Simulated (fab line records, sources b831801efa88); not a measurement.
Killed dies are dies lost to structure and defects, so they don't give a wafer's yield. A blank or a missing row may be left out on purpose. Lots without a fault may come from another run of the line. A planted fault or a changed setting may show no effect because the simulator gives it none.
Which tool did it? | flow gf180mcu | 13 lots, 38 wafers sampled, at 3 steps of a route of 602

WHAT THE GAUGES READ, wafer by wafer
GF_VT_IMPLANT_TW_MEAS_32. Usual: VT_IMPLANT_3_TW 267.0, standard deviation 2.2.
lot  | measured     | on            | VT_IMPLANT_3_TW   | flag
L920 | day 7 00:45  | film_metro-04 | 267.2 267.8 267.1 |
L922 | day 7 16:32  | film_metro-01 | 268.9 270.2 267.7 |
L923 | day 7 22:17  | film_metro-04 | 267.7 266.9 266.7 |
L926 | day 8 17:22  | film_metro-02 | 261.5 261.9       |
L931 | day 10 03:08 | film_metro-01 | 270.7 270.7 270.4 |
L933 | day 10 18:26 | film_metro-01 | 272.1 271.4 271.6 |
L934 | day 10 21:17 | film_metro-01 | 271.6 269.1 271.3 |
L937 | day 12 00:42 | film_metro-02 | 265.2 264.5 264.4 |
L936 | day 12 01:25 | film_metro-02 | 265.3 264.7 263.6 |
L938 | day 12 07:48 | film_metro-01 | 266.5 267.8 266.6 |
L940 | day 12 12:20 | film_metro-01 | 266.9 266.1 268.7 |
L941 | day 13 02:50 | film_metro-02 | 267.3 266.6 267.6 |
L942 | day 13 12:35 | film_metro-02 | 268.5 268.2 268.0 |

GF_POLY_GATE_THK_MEAS_01. Usual: POLY_GATE_CVD_00_THK 199.2 nm, standard deviation 2.3.
lot  | measured     | on            | POLY_GATE_CVD_00_THK (nm) | flag
L920 | day 8 18:59  | film_metro-01 | 199.4 199.6 197.2         |
L922 | day 9 05:37  | film_metro-02 | 196.8 198.5 198.3         |
L923 | day 9 15:05  | film_metro-02 | 200.4 201.7 200.1         |
L926 | day 10 08:47 | film_metro-03 | 197.3 196.9               |
L931 | day 11 20:26 | film_metro-01 | 199.3 199.0 198.5         |
L933 | day 12 15:15 | film_metro-02 | 203.6 201.5 203.3         |
L934 | day 12 16:49 | film_metro-03 | 199.1 198.8 198.5         |
L937 | day 14 00:12 | film_metro-02 | 199.0 197.5 198.0         |
L936 | day 14 00:14 | film_metro-01 | 200.8 199.9 198.2         |
L938 | day 14 07:55 | film_metro-03 | 201.5 199.3 199.6         |
L940 | day 14 10:25 | film_metro-01 | 195.6 197.5 199.6         |
L941 | day 15 03:03 | film_metro-03 | 201.2 201.0 202.3         |
L942 | day 15 12:22 | film_metro-03 | 203.4 201.8 202.3         |

WHICH TOOL RAN EACH LOT (tool, then ch and the chambers of the sampled wafers, then the start)
lot  | GF_VT_IMPLANT_RTA_45
L920 | rtp_anneal-02 ch 0, day 7 16:46
L922 | rtp_anneal-01 ch 0, day 8 08:29
L923 | rtp_anneal-01 ch 0, day 8 14:57
L926 | rtp_anneal-02 ch 0, day 9 10:01
L931 | rtp_anneal-02 ch 0, day 10 20:59
L933 | rtp_anneal-01 ch 0, day 11 13:14
L934 | rtp_anneal-01 ch 0, day 11 15:52
L937 | rtp_anneal-01 ch 0, day 12 21:17
L936 | rtp_anneal-02 ch 0, day 12 21:38
L938 | rtp_anneal-01 ch 0, day 13 04:13
L940 | rtp_anneal-02 ch 0, day 13 08:45
L941 | rtp_anneal-02 ch 0, day 13 23:33
L942 | rtp_anneal-01 ch 0, day 14 09:46
- GF_VT_IMPLANT_RTA_45: time 30 s.

WHAT THE TOOLS THEMSELVES READ (means of the sampled wafers that have a number; where no wafer has one, the mark that the record gives instead)
GF_VT_IMPLANT_RTA_45. Usual: lamp_power_pct 35.8 %, standard deviation 0.36; wafer_temp_C_max 1054.7, standard deviation 0.92.
lot  | tool          | lamp_power_pct (%) | wafer_temp_C_max | flag
L920 | rtp_anneal-02 | 35.5               | 1053.8           |
L922 | rtp_anneal-01 | 36.2               | 1054.6           |
L923 | rtp_anneal-01 | 36.2               | 1054.9           |
L926 | rtp_anneal-02 | 35.5               | 1054.3           |
L931 | rtp_anneal-02 | 35.5               | 1054.2           |
L933 | rtp_anneal-01 | 36.2               | 1054.2           |
L934 | rtp_anneal-01 | 36.2               | 1054.6           |
L937 | rtp_anneal-01 | 36.2               | 1055.2           |
L936 | rtp_anneal-02 | 35.5               | 1054.4           |
L938 | rtp_anneal-01 | 36.2               | 1054.7           |
L940 | rtp_anneal-02 | 35.5               | 1054.2           |
L941 | rtp_anneal-02 | 35.5               | 1054.6           |
L942 | rtp_anneal-01 | 36.2               | 1055.0           |

THE ANSWER, worked out from the rows above alone
Rule: a lot is off if the mean of its wafers that have a number lies more than 3 standard deviations from the usual mean. A lot without any number at a reading at which 4 lots or more have one is off too. The other lots that the step has rows for count as sound. The gauges are gone through in route order, then the tools' own readings, and for those a lot's mean is taken as printed above. The first step at which some lot is off is used, and at that step the reading that is off furthest; a lot without a number counts as furthest.
No lot is off at any reading shown: from this, nothing can be told.

WHAT THE SIMULATOR HAD PUT IN
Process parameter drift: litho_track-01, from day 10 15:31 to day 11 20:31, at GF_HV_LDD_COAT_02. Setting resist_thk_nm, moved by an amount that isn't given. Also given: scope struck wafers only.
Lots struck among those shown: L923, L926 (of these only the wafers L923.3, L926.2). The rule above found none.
